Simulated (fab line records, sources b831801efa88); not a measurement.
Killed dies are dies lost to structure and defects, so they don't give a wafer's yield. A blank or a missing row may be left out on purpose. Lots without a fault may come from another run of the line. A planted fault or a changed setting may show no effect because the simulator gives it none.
Which tool did it? | flow gf180mcu | 14 lots, 42 wafers sampled, at 4 steps of a route of 602

WHAT THE GAUGES READ, wafer by wafer
GF_V2_THK_MEAS_01.
lot  | measured     | on            | V2_CVD_00_THK (nm)
L271 | day 19 02:16 | film_metro-01 | 605 601 603
L272 | day 19 15:57 | film_metro-03 | 605 603 603
L274 | day 20 10:31 | film_metro-04 | 598 595 603
L275 | day 20 15:55 | film_metro-03 | 604 598 603
L278 | day 22 02:55 | film_metro-03 | 607 596 598
L279 | day 22 08:34 | film_metro-04 | 601 596 594
L281 | day 23 01:26 | film_metro-04 | 594 593 594
L287 | day 24 22:47 | film_metro-01 | 599 593 605
L288 | day 25 09:05 | film_metro-01 | 594 596 594
L289 | day 25 16:25 | film_metro-03 | 594 603 601
L291 | day 26 08:06 | film_metro-04 | 605 604 601
L292 | day 26 15:32 | film_metro-04 | 607 603 598
L293 | day 26 22:26 | film_metro-03 | 593 603 595
L294 | day 27 01:58 | film_metro-01 | 602 609 611

GF_V3_BOW_MEAS_05.
lot  | measured     | on            | V3_BOW (um)
L271 | day 21 05:28 | film_metro-02 | 102 108 105
L272 | day 21 19:49 | film_metro-02 | 128 125 130
L274 | day 22 13:43 | film_metro-04 | 117 119 118
L275 | day 22 19:07 | film_metro-02 | 97 102 117
L278 | day 24 04:01 | film_metro-02 | 108 102 116
L279 | day 24 09:52 | film_metro-03 | 113 117 108
L281 | day 25 03:06 | film_metro-02 | 113 126 126
L287 | day 26 20:40 | film_metro-02 | 103 106 117
L288 | day 27 05:51 | film_metro-04 | 112 122 117
L289 | day 27 13:02 | film_metro-04 | 106 117 127
L291 | day 28 03:52 | film_metro-02 | 120 110 119
L292 | day 28 11:04 | film_metro-04 | 103 111 110
L293 | day 28 17:37 | film_metro-02 | 108 115 115
L294 | day 28 19:19 | film_metro-03 | 131 124 126

WHICH TOOL RAN EACH LOT (tool, then ch and the chambers of the sampled wafers, then the start)
lot  | GF_SALICIDE_RTA_06               | GF_M2_STRIP_17
L271 | rtp_anneal-02 ch 0, day 15 00:33 | plasma_asher-04 ch 0,1, day 19 01:40
L272 | rtp_anneal-02 ch 0, day 15 12:55 | plasma_asher-04 ch 0,1, day 19 15:21
L274 | rtp_anneal-01 ch 0, day 16 05:31 | plasma_asher-03 ch 1, day 20 09:55
L275 | rtp_anneal-02 ch 0, day 16 11:37 | plasma_asher-04 ch 0,1, day 20 15:19
L278 | rtp_anneal-01 ch 0, day 17 20:50 | plasma_asher-04 ch 0,1, day 22 02:19
L279 | rtp_anneal-01 ch 0, day 18 02:11 | plasma_asher-03 ch 0,1, day 22 07:55
L281 | rtp_anneal-02 ch 0, day 18 19:36 | plasma_asher-03 ch 0,1, day 23 00:48
L287 | rtp_anneal-01 ch 0, day 20 20:46 | plasma_asher-01 ch 0,1, day 24 22:11
L288 | rtp_anneal-01 ch 0, day 21 08:31 | plasma_asher-04 ch 0,1, day 25 08:29
L289 | rtp_anneal-01 ch 0, day 21 16:25 | plasma_asher-04 ch 0,1, day 25 15:49
L291 | rtp_anneal-01 ch 0, day 22 10:10 | plasma_asher-04 ch 0,1, day 26 07:28
L292 | rtp_anneal-02 ch 0, day 22 17:29 | plasma_asher-03 ch 0,1, day 26 14:53
L293 | rtp_anneal-01 ch 0, day 23 00:09 | plasma_asher-04 ch 0,1, day 26 21:49
L294 | rtp_anneal-02 ch 0, day 23 04:40 | plasma_asher-04 ch 0,1, day 27 01:22
- GF_SALICIDE_RTA_06: time 30 s.
- GF_M2_STRIP_17: strips in O2/N2.

WHAT THE TOOLS THEMSELVES READ (means of the sampled wafers that have a number; where no wafer has one, the mark that the record gives instead)
GF_SALICIDE_RTA_06.
lot  | tool          | lamp_power_pct (%) | wafer_temp_C_max
L271 | rtp_anneal-02 | 5.08               | 532.5
L272 | rtp_anneal-02 | 5.09               | 532.8
L274 | rtp_anneal-01 | 5.50               | 531.6
L275 | rtp_anneal-02 | 5.08               | 533.1
L278 | rtp_anneal-01 | 3.68               | 439.6
L279 | rtp_anneal-01 | 3.70               | 439.9
L281 | rtp_anneal-02 | 5.08               | 532.8
L287 | rtp_anneal-01 | 5.49               | 531.5
L288 | rtp_anneal-01 | 5.49               | 531.4
L289 | rtp_anneal-01 | 5.49               | 531.1
L291 | rtp_anneal-01 | 5.49               | 531.3
L292 | rtp_anneal-02 | 5.09               | 533.3
L293 | rtp_anneal-01 | 5.50               | 531.2
L294 | rtp_anneal-02 | 5.09               | 532.5

GF_M2_STRIP_17.
lot  | tool            | drypump_motor_current_A (A) | heater_power_w (W) | oes_product_au (a.u.) | strip_time_to_endpoint_s (s)
L271 | plasma_asher-04 | 5.9                         | 323                | 0.536                 | 7.42
L272 | plasma_asher-04 | 5.8                         | 322                | 0.542                 | 7.46
L274 | plasma_asher-03 | 5.0                         | 301                | 0.546                 | 7.49
L275 | plasma_asher-04 | 5.8                         | 326                | 0.537                 | 7.39
L278 | plasma_asher-04 | 5.9                         | 320                | 0.537                 | 7.40
L279 | plasma_asher-03 | 5.3                         | 324                | 0.537                 | 7.42
L281 | plasma_asher-03 | 5.3                         | 325                | 0.545                 | 7.44
L287 | plasma_asher-01 | 6.2                         | 327                | 0.536                 | 7.44
L288 | plasma_asher-04 | 5.9                         | 318                | 0.539                 | 7.42
L289 | plasma_asher-04 | 5.8                         | 319                | 0.535                 | 7.45
L291 | plasma_asher-04 | 5.9                         | 321                | 0.541                 | 7.39
L292 | plasma_asher-03 | 5.2                         | 318                | 0.540                 | 7.37
L293 | plasma_asher-04 | 5.8                         | 322                | 0.535                 | 7.38
L294 | plasma_asher-04 | 5.8                         | 325                | 0.539                 | 7.37

THE ANSWER, worked out from the rows above alone
Rule: what is usual is taken from the lots themselves. Put in order of their means at a reading, lots are off if they are a third of the lots or fewer, leave a main group of 4 or more, and stand apart from it by a gap of 3 or more times the standard deviation of the main group's means; of several such gaps the widest counts. A main group whose means are all the same, to the digits that the tables above print for the reading, isn't used. A lot without any number at a reading at which 4 lots or more have one is off too. The other lots that the step has rows for count as sound. The gauges are gone through in route order, then the tools' own readings, and for those a lot's mean is taken as printed above. The first step at which some lot is off is used, and at that step the reading that is off furthest; a lot without a number counts as furthest.
Off: L278, L279, at GF_SALICIDE_RTA_06 (wafer_temp_C_max). The main group: mean 532.1, standard deviation 0.78.
A tool fits if, at that step or a process step before it, it ran every lot that is off, and no sound lot after the first of them. None of those tried fits.

WHAT THE SIMULATOR HAD PUT IN
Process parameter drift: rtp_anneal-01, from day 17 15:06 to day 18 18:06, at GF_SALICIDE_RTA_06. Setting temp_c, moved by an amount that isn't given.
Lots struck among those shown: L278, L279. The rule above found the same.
